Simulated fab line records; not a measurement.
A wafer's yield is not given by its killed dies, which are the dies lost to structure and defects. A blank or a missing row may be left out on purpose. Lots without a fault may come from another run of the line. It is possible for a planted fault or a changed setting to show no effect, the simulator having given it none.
Chamber matching -- flow sky130 -- SKY_LI_CONTACT_CMP_24 on cmp-01: 4 sister chambers
The step polishes, stops on PSG, t overpolish 20 s, target thk 0 nm. 8 wafers are shown with their chamber, then 12 later ones without.

## WAFERS WITH THEIR CHAMBER
wafer,chamber,time-to-endpoint-s (s),edge-zone-pressure-frac
L080.1,3,100,1.002
L082.2,2,97,0.994
L084.6,2,100,0.999
L089.3,0,97,0.994
L089.4,3,99,0.995
L090.3,1,91,0.997
L090.5,0,92,1.001
L090.6,1,94,0.996

## WAFERS WHOSE CHAMBER IS MISSING
wafer,time-to-endpoint-s (s),edge-zone-pressure-frac
L091.2,97,1.003
L091.4,95,0.987
L091.5,95,0.996
L092.1,100,0.999
L092.2,102,1.004
L092.4,97,1.006
L093.2,93,1.002
L093.3,96,1.001
L093.5,97,0.998
L096.3,100,1.001
L096.4,101,1.001
L096.5,99,1.003

## THE CHAMBER EACH PASSED THROUGH
wafer,from the rows above,in truth
L091.2,can't be placed: 3 or 0 or 2 or 1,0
L091.4,can't be placed: 1 or 0 or 2 or 3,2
L091.5,can't be placed: 0 or 1 or 2 or 3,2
L092.1,can't be placed: 3 or 2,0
L092.2,can't be placed: 3 or 2 or 0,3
L092.4,can't be placed: 3 or 0 or 2 or 1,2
L093.2,can't be placed: 0 or 1 or 2 or 3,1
L093.3,can't be placed: 0 or 2 or 3 or 1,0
L093.5,can't be placed: 2 or 3 or 0 or 1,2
L096.3,can't be placed: 3 or 2 or 0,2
L096.4,can't be placed: 3 or 2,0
L096.5,can't be placed: 3 or 2 or 0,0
Correctly placed: 0 of 12. Can't be placed from these rows: 12 (the true chamber is among the candidates in 10). Placed wrongly: 0.
How it was worked out, from the rows above alone: a wafer's distance from a chamber is the root of the sum, over the readings, of the square of ((its reading less the chamber's mean) divided by the reading's scatter). The wafer belongs to the nearest chamber; if the next one is less than 2 further off, it can't be placed. The mean given for a chamber averages the wafers shown for that chamber. The scatter: the root of (the sum of the squares of (reading less its chamber's mean) over the shown wafers, divided by (wafers less chambers)).
